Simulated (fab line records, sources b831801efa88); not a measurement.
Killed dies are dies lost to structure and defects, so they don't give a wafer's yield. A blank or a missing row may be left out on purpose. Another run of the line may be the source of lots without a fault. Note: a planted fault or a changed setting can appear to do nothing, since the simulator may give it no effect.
Chamber matching	flow sky130	SKY_CAPM_CVD_00 on pecvd-03 has 3 sister chambers
The step deposits SiO2, target thk 15.5 nm. 14 wafers are shown with their chamber, then 7 later ones without.

## WAFERS, EACH WITH ITS CHAMBER
wafer	chamber	heater-power-w (W)
L079.2	0	670
L079.4	2	561
L079.5	1	865
L081.2	2	546
L081.5	2	579
L081.6	1	772
L086.2	1	834
L086.3	0	657
L086.6	0	645
L089.2	0	672
L089.3	2	492
L089.5	0	683
L092.2	0	588
L092.3	1	927

SIGNATURES (averages over the wafers above)
reading	chamber 0	chamber 1	chamber 2	scatter within a chamber
heater-power-w	652.50	849.50	544.50	45.3
Rule: a wafer's distance from a chamber is the root of the sum, over the readings, of the square of ((its reading less the chamber's mean) divided by the reading's scatter). The wafer belongs to the nearest chamber; if the next one is less than 2 further off, it can't be placed. The scatter is the square root of a quotient: the sum, over the shown wafers, of each reading's squared deviation from its chamber's mean, divided by wafers minus chambers.

## WAFERS WHOSE CHAMBER IS MISSING
wafer	heater-power-w (W)
L092.6	578
L091.1	590
L091.3	816
L091.4	590
L097.2	562
L097.5	662
L097.6	942

## WHICH CHAMBER EACH ONE RAN IN
wafer	from the rows above	in truth
L092.6	can't be placed: 2 or 0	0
L091.1	can't be placed: 2 or 0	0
L091.3	1	1
L091.4	can't be placed: 2 or 0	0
L097.2	can't be placed: 2 or 0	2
L097.5	0	0
L097.6	1	1
Correctly placed: 3 of 7. From these rows, 4 cannot be placed; in 4 the true chamber is one of the candidates. Number placed wrongly: 0.
